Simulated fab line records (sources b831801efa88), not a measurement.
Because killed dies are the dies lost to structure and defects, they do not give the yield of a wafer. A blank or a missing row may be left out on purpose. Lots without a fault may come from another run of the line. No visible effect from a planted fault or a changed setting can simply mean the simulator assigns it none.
Which tool was responsible? -- flow gf180mcu -- 72 wafers from 24 lots sampled at 4 of the route's 602 steps

## WHAT THE GAUGES READ, wafer by wafer
GF_VT_IMPLANT_RS_MEAS_49: measurement is done with a four-point probe. Usual: MVPSD_RS typically reads 1168.8 ohm/sq, with standard deviation 2.5.
lot,measured,on,MVPSD_RS (ohm/sq),flag
L074,day 7 15:02,filmMetro-04,1169.3 1170.7 1172.6,
L075,day 7 21:20,filmMetro-02,1167.0 1165.2 1169.5,
L076,day 8 03:49,filmMetro-04,1166.8 1164.4 1164.2,
L077,day 8 09:53,filmMetro-04,1168.5 1168.3 1171.4,
L078,day 8 17:14,filmMetro-01,1171.1 1171.3 1171.4,
L079,day 8 23:21,filmMetro-02,1164.3 1166.2 1166.6,
L080,day 9 08:31,filmMetro-01,1169.1 1166.8 1166.2,
L081,day 9 13:23,filmMetro-04,1170.1 1169.2 1172.3,
L082,day 9 22:02,filmMetro-01,1171.3 1167.6 1172.6,
L083,day 10 03:14,filmMetro-02,1167.9 1167.9 1170.1,
L084,day 10 11:01,filmMetro-02,1168.4 1167.1 1166.6,
L085,day 10 14:11,filmMetro-04,1165.8 1169.3 1170.8,
L086,day 11 03:36,filmMetro-02,1166.2 1168.7 1166.5,
L087,day 11 06:04,filmMetro-04,1170.1 1167.2 1168.4,
L088,day 11 11:14,filmMetro-02,1170.1 1170.1 1171.5,
L089,day 11 20:02,filmMetro-04,1171.4 1172.9 1171.1,
L090,day 12 00:22,filmMetro-01,1167.4 1168.2 1170.1,
L091,day 12 07:14,filmMetro-04,1174.7 1174.2 1170.4,
L092,day 12 15:29,filmMetro-02,1171.3 1167.4 1168.4,
L093,day 12 21:27,filmMetro-04,1168.0 1170.5 1168.3,
L094,day 13 04:41,filmMetro-02,1167.8 1166.0 1164.1,
L095,day 13 09:22,filmMetro-01,1165.5 1169.4 1170.7,
L096,day 13 17:21,filmMetro-04,1171.6 1168.8 1169.8,
L097,day 13 22:05,filmMetro-02,1169.5 1170.0 1166.5,

GF_V3_THK_MEAS_25: measures by xrf. Usual: V3_W_THK typically reads 336 nm, with standard deviation 6.2.
lot,measured,on,V3_W_THK (nm),flag
L074,day 22 10:16,filmMetro-02,342 337 340,
L075,day 22 16:47,filmMetro-03,331 342 335,
L076,day 23 05:03,filmMetro-01,337 335 337,
L077,day 23 16:14,filmMetro-01,334 337 336,
L078,day 23 23:21,filmMetro-02,337 340 336,
L079,day 24 08:41,filmMetro-01,346 336 334,
L080,day 24 17:00,filmMetro-01,334 340 332,
L081,day 24 21:03,filmMetro-01,340 349 350,
L082,day 25 09:46,filmMetro-03,328 323 324,
L083,day 25 11:01,filmMetro-01,334 336 335,
L084,day 26 00:21,filmMetro-03,337 328 341,
L085,day 26 02:42,filmMetro-03,319 325 327,
L086,day 26 21:54,filmMetro-02,345 344 336,
L087,day 26 23:31,filmMetro-01,345 340 334,
L088,day 27 04:17,filmMetro-03,333 336 334,
L089,day 27 18:27,filmMetro-01,344 344 343,
L090,day 27 21:05,filmMetro-01,337 340 335,
L091,day 28 03:35,filmMetro-03,334 333 339,
L092,day 28 12:50,filmMetro-02,335 332 333,
L093,day 28 22:34,filmMetro-01,332 327 325,
L094,day 29 00:53,filmMetro-03,334 333 336,
L095,day 29 16:08,filmMetro-03,333 350 338,
L096,day 29 14:23,filmMetro-03,337 346 344,
L097,day 29 17:08,filmMetro-03,333 332 337,

GF_V4_RS_MEAS_24: measurement is done with a four-point probe. Usual: V4_W_RS typically reads 0.324 ohm/sq, with standard deviation 0.0048.
lot,measured,on,V4_W_RS (ohm/sq),flag
L074,day 24 09:58,filmMetro-01,0.321 0.322 0.312,
L075,day 24 16:31,filmMetro-04,0.320 0.311 0.317,
L076,day 25 05:07,filmMetro-02,0.318 0.317 0.318,
L077,day 25 15:26,filmMetro-01,0.318 0.322 0.316,
L078,day 25 21:25,filmMetro-02,0.325 0.331 0.325,
L079,day 26 07:16,filmMetro-01,0.315 0.322 0.323,
L080,day 26 15:22,filmMetro-02,0.323 0.324 0.324,
L081,day 26 18:40,filmMetro-01,0.326 0.328 0.331,
L082,day 27 06:58,filmMetro-04,0.327 0.333 0.329,
L083,day 27 07:58,filmMetro-04,0.321 0.324 0.323,
L084,day 27 19:21,filmMetro-02,0.331 0.330 0.330,
L085,day 27 22:16,filmMetro-02,0.324 0.326 0.325,
L086,day 28 17:08,filmMetro-02,0.330 0.329 0.330,
L087,day 28 19:00,filmMetro-04,0.323 0.323 0.322,
L088,day 28 22:17,filmMetro-02,0.324 0.327 0.324,
L089,day 29 12:20,filmMetro-02,0.329 0.325 0.328,
L090,day 29 15:07,filmMetro-02,0.328 0.332 0.328,
L091,day 29 20:40,filmMetro-02,0.319 0.318 0.317,
L092,day 30 05:57,filmMetro-02,0.324 0.329 0.328,
L093,day 30 15:09,filmMetro-02,0.328 0.336 0.332,
L094,day 30 17:39,filmMetro-04,0.323 0.325 0.322,
L095,day 31 07:19,filmMetro-02,0.326 0.327 0.329,
L096,day 31 05:47,filmMetro-01,0.317 0.320 0.324,
L097,day 31 07:44,filmMetro-04,0.324 0.317 0.323,

## EACH LOT AND THE TOOL THAT RAN IT (in order: tool; ch and the chambers of the sampled wafers; start)
lot,GF_V1_CMP_26
L074,"cmp-02 ch 0,2, day 18 04:22"
L075,"cmp-01 ch 0,2,3, day 18 11:02"
L076,"cmp-02 ch 0,1,3, day 18 23:05"
L077,"cmp-01 ch 0,2,3, day 19 10:00"
L078,"cmp-02 ch 0,1, day 19 17:53"
L079,"cmp-01 ch 0,1, day 20 05:18"
L080,"cmp-02 ch 1,2,3, day 20 15:29"
L081,"cmp-02 ch 0,2,3, day 20 19:58"
L082,"cmp-02 ch 1,3, day 21 08:59"
L083,"cmp-01 ch 1,2, day 21 11:51"
L084,"cmp-01 ch 1,2,3, day 22 01:17"
L085,"cmp-01 ch 0,1,3, day 22 04:27"
L086,"cmp-02 ch 1,2, day 23 02:02"
L087,"cmp-02 ch 0,1,2, day 23 03:54"
L088,"cmp-01 ch 0,2,3, day 23 09:24"
L089,"cmp-01 ch 0,1,3, day 24 00:50"
L090,"cmp-02 ch 0,2, day 24 03:27"
L091,"cmp-01 ch 0,2,3, day 24 09:42"
L092,"cmp-02 ch 2,3, day 24 19:53"
L093,"cmp-01 ch 0,2, day 25 08:15"
L094,"cmp-01 ch 0,1,3, day 25 10:16"
L095,"cmp-02 ch 1,2,3, day 26 02:57"
L096,"cmp-01 ch 0,1,3, day 26 01:23"
L097,"cmp-01 ch 1,2,3, day 26 03:11"
- GF_V1_CMP_26: polishes, stops on SiO2, t overpolish 15 s, target thk 0 nm.

## AS READ BY THE TOOLS THEMSELVES (means over the sampled wafers that have a number; for cases with no such wafer, the mark the record gives instead)
GF_V1_CMP_26. Usual: motorCurrentA 10.9 A, standard deviation 0.98; overpolishRunS 15.001 s, standard deviation 0.0094; timeToEndpointS 85 s, standard deviation 3.5.
lot,tool,motorCurrentA (A),overpolishRunS (s),timeToEndpointS (s),flag
L074,cmp-02,9.9,15.000,89,
L075,cmp-01,11.5,15.010,86,
L076,cmp-02,10.1,14.997,83,
L077,cmp-01,11.9,15.001,86,
L078,cmp-02,9.9,14.992,82,
L079,cmp-01,10.5,15.004,86,
L080,cmp-02,11.1,15.008,84,
L081,cmp-02,10.3,14.994,85,
L082,cmp-02,10.6,14.998,81,
L083,cmp-01,11.8,15.009,86,
L084,cmp-01,11.4,14.994,86,
L085,cmp-01,10.9,14.994,86,
L086,cmp-02,11.1,15.002,87,
L087,cmp-02,10.6,15.003,83,
L088,cmp-01,12.1,15.006,88,
L089,cmp-01,10.8,15.009,86,
L090,cmp-02,10.4,14.997,84,
L091,cmp-01,11.7,15.006,89,
L092,cmp-02,10.6,14.997,83,
L093,cmp-01,11.8,14.998,91,
L094,cmp-01,10.9,15.001,84,
L095,cmp-02,10.7,15.000,86,
L096,cmp-01,11.2,15.004,83,
L097,cmp-01,11.6,15.005,83,

## THE ANSWER, worked out from the rows above alone
Rule: a lot counts as off when the mean over its wafers that have a number is more than 3 standard deviations away from the usual mean. Also off: a lot with no number at a reading for which 4 or more lots have one. Where the step has rows for the other lots, those lots are counted as sound. First the gauges in route order, then the tools' own readings, where a lot's mean is used as printed above. The first step at which some lot is off is used, and at that step the reading that is off furthest; a lot without a number counts as furthest.
No lot is off on any of the readings shown, so nothing can be concluded from this.

## WHAT WAS PUT IN BY THE SIMULATOR
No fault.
